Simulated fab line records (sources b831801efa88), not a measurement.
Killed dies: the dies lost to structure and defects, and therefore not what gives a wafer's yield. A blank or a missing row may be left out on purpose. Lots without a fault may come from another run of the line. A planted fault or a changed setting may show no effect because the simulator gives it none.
Which tool is to blame? | flow gf180mcu | 14 lots with 42 wafers sampled at 4 steps, on a route of 602 steps

== WHAT THE GAUGES SHOWED, per wafer ==
GF_STI_THK_MEAS_24.
lot  | measured    | on            | STI_CVD_23_THK (nm)
L455 | day 2 03:12 | film-metro-03 | 647 660 652
L456 | day 2 07:43 | film-metro-02 | 659 655 653
L457 | day 2 16:10 | film-metro-02 | 649 655 645
L458 | day 2 19:56 | film-metro-04 | 652 641 659
L459 | day 3 00:23 | film-metro-03 | 646 644 639
L460 | day 3 06:55 | film-metro-02 | 651 651 656
L461 | day 3 11:09 | film-metro-04 | 653 650 656
L465 | day 4 07:37 | film-metro-03 | 658 654 667
L466 | day 4 11:57 | film-metro-03 | 654 645 655
L470 | day 5 08:35 | film-metro-02 | 644 640 649
L472 | day 5 19:29 | film-metro-02 | 648 641 649
L473 | day 6 00:40 | film-metro-03 | 652 645 649
L474 | day 6 05:59 | film-metro-03 | 655 639 635
L475 | day 6 11:17 | film-metro-03 | 637 637 653

GF_MVSD_TW_MEAS_11.
lot  | measured    | on            | MVSD_TW
L455 | day 4 10:44 | film-metro-01 | 1595 1594 1597
L456 | day 4 16:54 | film-metro-04 | 1600 1606 1596
L457 | day 5 00:10 | film-metro-04 | 1609 1610 1595
L458 | day 5 05:07 | film-metro-04 | 1608 1609 1609
L459 | day 5 11:33 | film-metro-04 | 1608 1600 1607
L460 | day 5 19:00 | film-metro-03 | 1583 1583 1588
L461 | day 6 00:22 | film-metro-03 | 1594 1586 1595
L465 | day 6 21:43 | film-metro-03 | 1596 1598 1593
L466 | day 7 03:26 | film-metro-04 | 1598 1598 1591
L470 | day 8 03:13 | film-metro-04 | 1611 1606 1611
L472 | day 8 13:08 | film-metro-01 | 1587 1585 1585
L473 | day 8 18:08 | film-metro-01 | 1584 1589 1592
L474 | day 8 23:55 | film-metro-01 | 1579 1588 1580
L475 | day 9 04:29 | film-metro-03 | 1574 1576 1584

GF_POLY_GATE_CD_MEAS_18.
lot  | measured     | on        | cd-nm (nm)
L455 | day 9 15:32  | cd-sem-02 | 278.9 278.6 278.9
L456 | day 10 01:10 | cd-sem-02 | 283.7 281.3 283.5
L457 | day 10 13:41 | cd-sem-02 | 278.9 282.0 281.8
L458 | day 10 13:38 | cd-sem-01 | 279.8 281.3 279.7
L459 | day 10 21:50 | cd-sem-01 | 284.1 283.4 281.2
L460 | day 11 07:28 | cd-sem-01 | 280.1 280.3 278.5
L461 | day 11 07:34 | cd-sem-02 | 278.4 282.0 283.5
L465 | day 12 08:19 | cd-sem-02 | 279.1 281.6 279.6
L466 | day 12 20:20 | cd-sem-01 | 279.5 280.8 280.1
L470 | day 14 01:09 | cd-sem-01 | 280.7 280.9 280.7
L472 | day 14 06:59 | cd-sem-01 | 278.3 281.6 280.5
L473 | day 14 15:43 | cd-sem-02 | 284.3 282.8 280.1
L474 | day 14 22:59 | cd-sem-02 | 278.2 279.6 281.1
L475 | day 14 22:15 | cd-sem-01 | 279.8 278.6 281.1

== TOOL THAT RAN EACH LOT (tool first, then ch and the chambers of the sampled wafers, then the start) ==
lot  | GF_DUAL_GATE_OXIDATION_15
L455 | furnace-02 ch 0, day 8 13:14
L456 | furnace-02 ch 0, day 8 21:35
L457 | furnace-02 ch 0, day 9 09:46
L458 | furnace-02 ch 0, day 9 09:46
L459 | furnace-02 ch 0, day 9 19:39
L460 | furnace-02 ch 0, day 10 06:26
L461 | furnace-02 ch 0, day 10 06:26
L465 | furnace-02 ch 0, day 11 07:25
L466 | furnace-02 ch 0, day 11 18:28
L470 | furnace-01 ch 0, day 13 00:31
L472 | furnace-01 ch 0, day 13 05:59
L473 | furnace-01 ch 0, day 13 14:31
L474 | furnace-02 ch 0, day 13 20:44
L475 | furnace-02 ch 0, day 13 20:44
- GF_DUAL_GATE_OXIDATION_15: stabilise 600 s, purge 300 s, target thk 7.098 nm.

== WHAT THE TOOLS THEMSELVES READ (means of the sampled wafers that have a number; where no wafer has one, the mark that the record gives instead) ==
GF_DUAL_GATE_OXIDATION_15.
lot  | tool       | spike-tc-centre-C (C) | spike-tc-top-C (C) | spike-tc-upper-C (C) | zone-power-centre-pct (%) | zone-power-lower-pct (%) | zone-power-upper-pct (%)
L455 | furnace-02 | 850.7                 | 863.5              | 849.1                | 16.94                     | 17.19                    | 15.7
L456 | furnace-02 | 851.4                 | 863.0              | 849.6                | 16.87                     | 17.00                    | 15.7
L457 | furnace-02 | 851.4                 | 864.3              | 848.7                | 16.95                     | 16.96                    | 15.8
L458 | furnace-02 | 849.9                 | 864.5              | 849.3                | 16.77                     | 17.22                    | 15.8
L459 | furnace-02 | 850.5                 | 863.4              | 848.9                | 16.96                     | 17.24                    | 15.5
L460 | furnace-02 | 850.3                 | 864.4              | 848.6                | 16.76                     | 17.28                    | 15.7
L461 | furnace-02 | 851.6                 | 864.4              | 848.9                | 16.86                     | 17.29                    | 15.6
L465 | furnace-02 | 852.4                 | 864.7              | 849.5                | 16.81                     | 17.27                    | 15.6
L466 | furnace-02 | 851.0                 | 864.1              | 848.8                | 16.94                     | 17.29                    | 15.5
L470 | furnace-01 | 849.5                 | 858.6              | 849.3                | 16.58                     | 16.82                    | 14.3
L472 | furnace-01 | 854.3                 | 863.3              | 815.0                | 22.10                     | 16.11                    | 3.4
L473 | furnace-01 | 854.6                 | 862.8              | 814.3                | 22.03                     | 16.16                    | 3.3
L474 | furnace-02 | 851.5                 | 863.4              | 849.5                | 16.92                     | 17.13                    | 15.6
L475 | furnace-02 | 852.0                 | 863.7              | 849.1                | 16.96                     | 17.26                    | 15.6

== THE ANSWER, worked out from the rows above alone ==
Rule: usual is defined by the lots themselves. Put in order of their means at a reading, lots are off if they are a third of the lots or fewer, leave a main group of 4 or more, and stand apart from it by a gap of 3 or more times the standard deviation of the main group's means; of several such gaps the widest counts. A main group is skipped when, at the precision printed for the reading in the tables above, its means are all equal. Also off: a lot with no number at a reading for which 4 or more lots have one. The other lots that the step has rows for count as sound. Order of review: gauges by route order, followed by the tools' own readings, for which a lot's mean as printed above is used. At the first step where some lot is off, the reading lying furthest off is the one used; lots without a number count as furthest.
Off: L472, L473 (GF_DUAL_GATE_OXIDATION_15, spike-tc-upper-C). Main group: mean 849.1 C, sd 0.32.
A tool fits if, at that step or a process step before it, it ran every lot that is off, and no sound lot after the first of them. One candidate fits, namely furnace-01 at GF_DUAL_GATE_OXIDATION_15. A fault onset in the window from L470 (day 13 00:31, its last sound lot) to L472 (day 13 05:59, its first lot off) fits.
The tool's own readings at GF_DUAL_GATE_OXIDATION_15 bear it out: on the lots that are off they differ by more than 5 times the standard deviation of the sound lots' means. spike-tc-upper-C reads 814.6 C there against 849.1 C on the sound lots; zone-power-centre-pct reads 22.07 % there against 16.86 % on the sound lots; zone-power-lower-pct reads 16.13 % there against 17.16 % on the sound lots; zone-power-upper-pct reads 3.3 % there against 15.5 % on the sound lots.

== WHAT HAD BEEN PUT IN BY THE SIMULATOR ==
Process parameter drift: furnace-01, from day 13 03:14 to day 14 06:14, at GF_DUAL_GATE_OXIDATION_15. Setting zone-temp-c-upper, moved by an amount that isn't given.
Struck lots among those shown: L472, L473. The rule given above showed the same thing.
